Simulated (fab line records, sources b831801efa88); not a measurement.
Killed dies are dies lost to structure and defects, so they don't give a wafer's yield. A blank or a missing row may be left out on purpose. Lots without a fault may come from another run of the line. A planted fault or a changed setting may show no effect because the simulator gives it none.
Tool commonality check | flow sky130 | 12 lots, 45 wafers sampled

WHY IT WAS OPENED
At SKY_SD_N_RS_MEAS_16 the reading SD_N_RS is flagged on 3 of 12 lots. Wafers without a fault read 68.54 ohm/sq, standard deviation 0.11.
Rule: a lot is flagged when every wafer of it that has a number lies more than 4 standard deviations from that mean, or none has a number. The other lots count as sound.

lot  | measured     | on            | SD_N_RS (ohm/sq), wafer by wafer    | flag
L758 | day 27 19:05 | film_metro-04 | 65.72 65.88 65.88 65.87 65.87 65.92 | FLAGGED
L759 | day 28 11:30 | film_metro-01 | 68.54 68.45 68.46                   |
L764 | day 30 14:59 | film_metro-01 | 65.93 66.00 65.86 65.77 65.88 65.93 | FLAGGED
L768 | day 31 22:30 | film_metro-01 | 65.88 65.82 65.94 65.79 65.89 65.82 | FLAGGED
L770 | day 32 09:22 | film_metro-03 | 68.59 68.46 68.51                   |
L771 | day 32 14:42 | film_metro-01 | 68.70 68.45 68.49                   |
L773 | day 33 04:38 | film_metro-04 | 68.65 68.42 68.58                   |
L775 | day 33 14:49 | film_metro-01 | 68.61 68.61 68.64                   |
L776 | day 34 03:42 | film_metro-04 | 68.54 68.55 68.52                   |
L777 | day 34 08:45 | film_metro-01 | 68.72 68.52 68.40                   |
L779 | day 35 00:52 | film_metro-01 | 68.49 68.61 68.41                   |
L781 | day 35 10:56 | film_metro-01 | 68.62 68.57 68.48                   |
The numbers of the flagged lots are 65.87 ohm/sq on average: -2.67 ohm/sq against the usual, or -24 standard deviations.

WHICH TOOL RAN EACH LOT
The record holds 2 process steps before the reading, out of a route of 708 steps. In each cell: the tool, then ch and the chambers that the sampled wafers went through, then the start.
lot  | flag    | SKY_POLY_CUT_STRIP_12                | SKY_SD_N_IMPLANT_10
L758 | FLAGGED | plasma_asher-04 ch 0,1, day 24 02:04 | implanter-01 ch 0, day 27 18:14
L759 |         | plasma_asher-04 ch 0, day 24 19:02   | implanter-01 ch 0, day 28 10:58
L764 | FLAGGED | plasma_asher-02 ch 0,1, day 26 23:31 | implanter-04 ch 0, day 30 14:05
L768 | FLAGGED | plasma_asher-01 ch 0,1, day 28 09:06 | implanter-02 ch 0, day 31 21:31
L770 |         | plasma_asher-02 ch 0,1, day 28 19:27 | implanter-02 ch 0, day 32 08:50
L771 |         | plasma_asher-04 ch 0,1, day 29 02:11 | implanter-04 ch 0, day 32 14:10
L773 |         | plasma_asher-02 ch 0,1, day 29 18:29 | implanter-02 ch 0, day 33 04:07
L775 |         | plasma_asher-01 ch 0,1, day 30 04:36 | implanter-01 ch 0, day 33 14:17
L776 |         | plasma_asher-04 ch 0,1, day 30 18:16 | implanter-02 ch 0, day 34 03:10
L777 |         | plasma_asher-01 ch 0,1, day 30 23:55 | implanter-04 ch 0, day 34 08:13
L779 |         | plasma_asher-02 ch 0,1, day 31 15:11 | implanter-04 ch 0, day 35 00:20
L781 |         | plasma_asher-04 ch 0,1, day 32 03:31 | implanter-04 ch 0, day 35 10:25
What these steps do:
- SKY_POLY_CUT_STRIP_12: strips in O2/N2.
- SKY_SD_N_IMPLANT_10
- SKY_SD_N_RS_MEAS_16: measures by four-point-probe.

FLAGGED OVER TOTAL, TOOL BY TOOL (the gauges that took the reading come last)
step                  | tool            | lots run | flagged | share of the flagged lots | sound lots run after its first flagged lot
SKY_POLY_CUT_STRIP_12 | plasma_asher-01 | 3        | 1       | some                      | 2 (L775,L777)
SKY_POLY_CUT_STRIP_12 | plasma_asher-02 | 4        | 1       | some                      | 3 (L770,L773,L779)
SKY_POLY_CUT_STRIP_12 | plasma_asher-04 | 5        | 1       | some                      | 4 (L759,L771,L776,L781)
SKY_SD_N_IMPLANT_10   | implanter-01    | 3        | 1       | some                      | 2 (L759,L775)
SKY_SD_N_IMPLANT_10   | implanter-02    | 4        | 1       | some                      | 3 (L770,L773,L776)
SKY_SD_N_IMPLANT_10   | implanter-04    | 5        | 1       | some                      | 4 (L771,L777,L779,L781)
SKY_SD_N_RS_MEAS_16   | film_metro-01   | 8        | 2       | some                      | 5 (L771,L775,L777,L779,L781)
SKY_SD_N_RS_MEAS_16   | film_metro-03   | 1        | 0       | none                      | -
SKY_SD_N_RS_MEAS_16   | film_metro-04   | 3        | 1       | some                      | 2 (L773,L776)

WHAT THE TABLE ALLOWS
No row of the table ran every flagged lot.

WHAT THE SIMULATOR HAD PUT IN
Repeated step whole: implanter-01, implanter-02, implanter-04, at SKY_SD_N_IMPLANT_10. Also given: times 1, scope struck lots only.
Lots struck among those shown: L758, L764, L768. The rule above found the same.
